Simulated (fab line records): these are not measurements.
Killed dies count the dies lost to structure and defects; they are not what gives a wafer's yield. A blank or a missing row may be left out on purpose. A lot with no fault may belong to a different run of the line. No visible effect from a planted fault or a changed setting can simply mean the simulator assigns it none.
Which of the tools did it? + flow sky130 + at 1 step of a route of 708, 24 lots with 72 wafers sampled

## WHAT THE GAUGES READ, wafer by wafer
SKY_SONOS_ONO_OVL_MEAS_14. Usual: SONOS_ONO_OVL typically reads 0.9 nm, with standard deviation 1.2.
| lot  | measured     | on         | SONOS_ONO_OVL (nm) | flag |
|------|--------------|------------|--------------------|------|
| L074 | day 12 13:58 | overlay-01 | 2.0 1.8 0.6        |      |
| L075 | day 13 00:24 | overlay-01 | 0.7 0.8 1.0        |      |
| L076 | day 13 10:34 | overlay-01 | -0.1 0.2 1.3       |      |
| L077 | day 13 18:15 | overlay-02 | 2.2 3.1 2.0        |      |
| L078 | day 13 22:33 | overlay-02 | 1.3 -1.0 1.1       |      |
| L079 | day 14 04:20 | overlay-01 | 1.2 2.0 0.4        |      |
| L080 | day 14 19:51 | overlay-01 | 0.3 0.2 -1.2       |      |
| L081 | day 15 06:50 | overlay-02 | 1.5 2.9 0.8        |      |
| L082 | day 15 07:08 | overlay-01 | 1.3 -0.9 0.8       |      |
| L083 | day 15 12:11 | overlay-01 | 0.7 1.6 0.0        |      |
| L084 | day 16 00:20 | overlay-01 | 0.6 0.5 1.9        |      |
| L085 | day 16 04:11 | overlay-01 | 3.2 1.5 1.8        |      |
| L086 | day 16 18:40 | overlay-01 | -1.2 2.1 0.5       |      |
| L087 | day 17 05:04 | overlay-01 | -0.2 2.3 1.1       |      |
| L088 | day 17 09:56 | overlay-02 | 2.1 2.4 1.3        |      |
| L089 | day 17 15:11 | overlay-02 | 0.5 0.7 1.1        |      |
| L090 | day 18 00:19 | overlay-01 | 1.3 1.0 -0.7       |      |
| L091 | day 18 09:28 | overlay-01 | 2.5 1.8 0.9        |      |
| L092 | day 19 05:05 | overlay-02 | 1.5 1.9 3.2        |      |
| L093 | day 19 12:59 | overlay-02 | 0.8 1.0 1.8        |      |
| L094 | day 19 16:05 | overlay-02 | 2.2 2.0 1.4        |      |
| L095 | day 19 21:02 | overlay-02 | -0.8 -1.9 -1.7     |      |
| L096 | day 20 06:54 | overlay-01 | -0.1 0.1 -0.8      |      |
| L097 | day 20 14:43 | overlay-01 | 0.0 3.9 1.1        |      |

## EACH LOT AND THE TOOL THAT RAN IT (in order: tool; ch and the chambers of the sampled wafers; start)
Record: no process step prior to these readings.

## WHAT THE TOOLS THEMSELVES READ (means of the sampled wafers that have a number; where no wafer has one, the mark that the record gives instead)
The record holds no such reading with a usual standard deviation.

## THE ANSWER, worked out from the rows above alone
Rule: a lot is off if the mean of its wafers that have a number lies more than 3 standard deviations from the usual mean. A lot without any number at a reading at which 4 lots or more have one is off too. All remaining lots with rows at the step are treated as sound. Order of review: gauges by route order, followed by the tools' own readings, for which a lot's mean as printed above is used. At the first step where some lot is off, the reading lying furthest off is the one used; lots without a number count as furthest.
None of the lots is off at any reading shown; this tells nothing.

## WHAT THE SIMULATOR HAD INSERTED
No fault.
